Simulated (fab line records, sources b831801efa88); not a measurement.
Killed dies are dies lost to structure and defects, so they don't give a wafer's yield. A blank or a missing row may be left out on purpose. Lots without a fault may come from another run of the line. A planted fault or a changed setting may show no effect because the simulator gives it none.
Chamber matching | flow sky130 | SKY_CONTACT_CMP_27 on cmp-01: 4 sister chambers
The step polishes, stops on SiO2, t overpolish 15 s, target thk 0 nm. 4 wafers are shown with their chamber, then 7 later ones without.

WAFERS WITH THEIR CHAMBER
wafer  | chamber | motor_current_A (A)
L633.5 | 2       | 11.6
L648.5 | 1       | 12.3
L649.3 | 0       | 8.1
L649.4 | 3       | 9.5

WAFERS WITHOUT THEIR CHAMBER
wafer  | motor_current_A (A)
L649.6 | 11.3
L651.1 | 9.2
L651.4 | 7.6
L651.5 | 11.9
L653.1 | 8.3
L653.3 | 11.2
L653.5 | 9.6

WHICH CHAMBER EACH WENT THROUGH
wafer  | from the rows above     | in truth
L649.6 | 2                       | 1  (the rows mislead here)
L651.1 | 3                       | 3
L651.4 | 0                       | 0
L651.5 | can't be placed: 2 or 1 | 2
L653.1 | 0                       | 0
L653.3 | 2                       | 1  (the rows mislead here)
L653.5 | 3                       | 3
Placed correctly: 4 of 7. Can't be placed from these rows: 1 (the true chamber is among the candidates in 1). Placed wrongly: 2.
How it was worked out, from the rows above alone: a wafer's distance from a chamber is the root of the sum, over the readings, of the square of ((its reading less the chamber's mean) divided by the reading's scatter). The wafer belongs to the nearest chamber; if the next one is less than 2 further off, it can't be placed. A chamber's mean is the mean of its shown wafers. The scatter: with one shown wafer a chamber, the root of the mean of the squares of how far each hidden wafer lies from its nearest shown one.
